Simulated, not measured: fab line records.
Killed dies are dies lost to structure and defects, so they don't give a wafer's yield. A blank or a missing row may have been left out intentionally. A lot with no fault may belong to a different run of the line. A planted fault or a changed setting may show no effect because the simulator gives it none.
The tool behind it: which one? :: flow gf180mcu :: 33 wafers sampled from 11 lots at 1 step of a route of 602

WHAT THE GAUGES READ, wafer by wafer
GF_M4_RS_MEAS_05: a four-point-probe measurement.
lot: L377
measured: day 22 08:20
on: film-metro-02
M4_ALCU_RS (ohm/sq): 0.0696 0.0696 0.0694

lot: L378
measured: day 22 16:18
on: film-metro-04
M4_ALCU_RS (ohm/sq): 0.0686 0.0693 0.0688

lot: L379
measured: day 22 22:07
on: film-metro-01
M4_ALCU_RS (ohm/sq): 0.0694 0.0692 0.0689

lot: L380
measured: day 23 13:06
on: film-metro-02
M4_ALCU_RS (ohm/sq): 0.0695 0.0691 0.0700

lot: L381
measured: day 23 18:50
on: film-metro-04
M4_ALCU_RS (ohm/sq): 0.0697 0.0694 0.0698

lot: L383
measured: day 24 15:12
on: film-metro-04
M4_ALCU_RS (ohm/sq): 0.0696 0.0704 0.0698

lot: L389
measured: day 26 09:31
on: film-metro-02
M4_ALCU_RS (ohm/sq): 0.0693 0.0694 0.0696

lot: L390
measured: day 27 03:36
on: film-metro-02
M4_ALCU_RS (ohm/sq): 0.0700 0.0698 0.0704

lot: L394
measured: day 28 01:55
on: film-metro-02
M4_ALCU_RS (ohm/sq): 0.0697 0.0694 0.0698

lot: L397
measured: day 29 03:30
on: film-metro-01
M4_ALCU_RS (ohm/sq): 0.0701 0.0703 0.0702

lot: L400
measured: day 29 16:42
on: film-metro-01
M4_ALCU_RS (ohm/sq): 0.0698 0.0695 0.0690

TOOL THAT RAN EACH LOT (tool first, then ch and the chambers of the sampled wafers, then the start)
There is no process step in the record ahead of these readings.

AS READ BY THE TOOLS THEMSELVES (means over the sampled wafers that have a number; for cases with no such wafer, the mark the record gives instead)
The record holds no such reading with a usual standard deviation.

THE ANSWER, worked out from the rows above alone
Rule: usual is defined by the lots themselves. Put in order of their means at a reading, lots are off if they are a third of the lots or fewer, leave a main group of 4 or more, and stand apart from it by a gap of 3 or more times the standard deviation of the main group's means; of several such gaps the widest counts. Not used: any main group whose means are identical at the precision the tables above print for the reading. Also off: a lot with no number at a reading for which 4 or more lots have one. The other lots that the step has rows for count as sound. First the gauges in route order, then the tools' own readings, where a lot's mean is used as printed above. The first step at which some lot is off is used, and at that step the reading that is off furthest; a lot without a number counts as furthest.
Nothing can be told from this: no lot is off at any reading shown.

WHAT WAS PUT IN BY THE SIMULATOR
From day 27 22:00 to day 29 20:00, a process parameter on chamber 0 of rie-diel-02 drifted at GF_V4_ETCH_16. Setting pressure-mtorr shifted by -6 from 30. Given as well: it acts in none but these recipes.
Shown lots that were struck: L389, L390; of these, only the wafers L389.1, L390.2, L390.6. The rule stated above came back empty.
